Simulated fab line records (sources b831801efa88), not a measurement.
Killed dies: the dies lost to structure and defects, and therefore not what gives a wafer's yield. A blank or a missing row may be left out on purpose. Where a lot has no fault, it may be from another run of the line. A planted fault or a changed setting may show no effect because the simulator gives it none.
The tool behind it: which one? || flow sky130 || 18 wafers from 6 lots sampled at 4 of the route's 708 steps

## WHAT THE GAUGES READ, wafer by wafer
SKY_VIA2_CD_MEAS_12: target cd 200 nm.
{"lot": "L797", "measured": "day 38 09:38", "on": "cd-sem-01", "cd-nm (nm)": "198.6 199.9 199.3"}
{"lot": "L798", "measured": "day 38 18:03", "on": "cd-sem-01", "cd-nm (nm)": "206.8 205.5 206.1"}
{"lot": "L804", "measured": "day 40 07:09", "on": "cd-sem-02", "cd-nm (nm)": "201.1 199.3 200.0"}
{"lot": "L805", "measured": "day 40 10:41", "on": "cd-sem-02", "cd-nm (nm)": "197.8 198.9 199.4"}
{"lot": "L809", "measured": "day 41 06:02", "on": "cd-sem-01", "cd-nm (nm)": "200.2 202.4 200.3"}
{"lot": "L814", "measured": "day 42 16:49", "on": "cd-sem-01", "cd-nm (nm)": "203.2 203.7 202.1"}

## WHICH TOOL RAN EACH LOT (tool, then ch and the chambers of the sampled wafers, then the start)
{"lot": "L797", "SKY_METAL2_DESCUM_17": "rie-metal-02 ch 0,1, day 37 05:40", "SKY_VIA2_CMP_02": "cmp-01 ch 1,2,3, day 37 06:38", "SKY_VIA2_EXPOSE_09": "krf-scanner-01 ch 0, day 37 20:20"}
{"lot": "L798", "SKY_METAL2_DESCUM_17": "rie-metal-01 ch 0,1, day 37 14:10", "SKY_VIA2_CMP_02": "cmp-02 ch 0,1,2, day 37 15:08", "SKY_VIA2_EXPOSE_09": "krf-scanner-01 ch 0, day 38 05:19"}
{"lot": "L804", "SKY_METAL2_DESCUM_17": "rie-metal-04 ch 0,1, day 39 05:29", "SKY_VIA2_CMP_02": "cmp-02 ch 0,3, day 39 06:34", "SKY_VIA2_EXPOSE_09": "krf-scanner-02 ch 0, day 39 19:16"}
{"lot": "L805", "SKY_METAL2_DESCUM_17": "rie-metal-01 ch 0, day 39 08:58", "SKY_VIA2_CMP_02": "cmp-02 ch 1,2, day 39 10:07", "SKY_VIA2_EXPOSE_09": "krf-scanner-02 ch 0, day 39 22:16"}
{"lot": "L809", "SKY_METAL2_DESCUM_17": "rie-metal-02 ch 0,1, day 40 04:25", "SKY_VIA2_CMP_02": "cmp-01 ch 2,3, day 40 05:43", "SKY_VIA2_EXPOSE_09": "krf-scanner-02 ch 0, day 40 18:42"}
{"lot": "L814", "SKY_METAL2_DESCUM_17": "rie-metal-02 ch 0,1, day 41 15:46", "SKY_VIA2_CMP_02": "cmp-02 ch 1,2,3, day 41 16:50", "SKY_VIA2_EXPOSE_09": "krf-scanner-02 ch 0, day 42 05:48"}
- SKY_METAL2_DESCUM_17: chemistry O2, time 8 s.
- SKY_VIA2_CMP_02: polishes SiO2.
- SKY_VIA2_EXPOSE_09: exposes mask VIM2, target cd 200 nm.

## THE ANSWER, worked out from the rows above alone
Rule: the lots themselves supply what counts as usual. The widest of any qualifying gaps counts: lots, ordered by their means at a reading, are off when they make up no more than a third of the lots, leave a main group of 4 or more, and stand apart from it by 3 or more times the standard deviation of that group's means. The tables above print the reading to a certain number of digits; a main group whose means all agree to those digits is not used. A lot without any number at a reading at which 4 lots or more have one is off too. Where the step has rows for the other lots, those lots are counted as sound.
Across all readings shown, no lot is off: no conclusion can be drawn from this.

## WHAT WAS PUT IN BY THE SIMULATOR
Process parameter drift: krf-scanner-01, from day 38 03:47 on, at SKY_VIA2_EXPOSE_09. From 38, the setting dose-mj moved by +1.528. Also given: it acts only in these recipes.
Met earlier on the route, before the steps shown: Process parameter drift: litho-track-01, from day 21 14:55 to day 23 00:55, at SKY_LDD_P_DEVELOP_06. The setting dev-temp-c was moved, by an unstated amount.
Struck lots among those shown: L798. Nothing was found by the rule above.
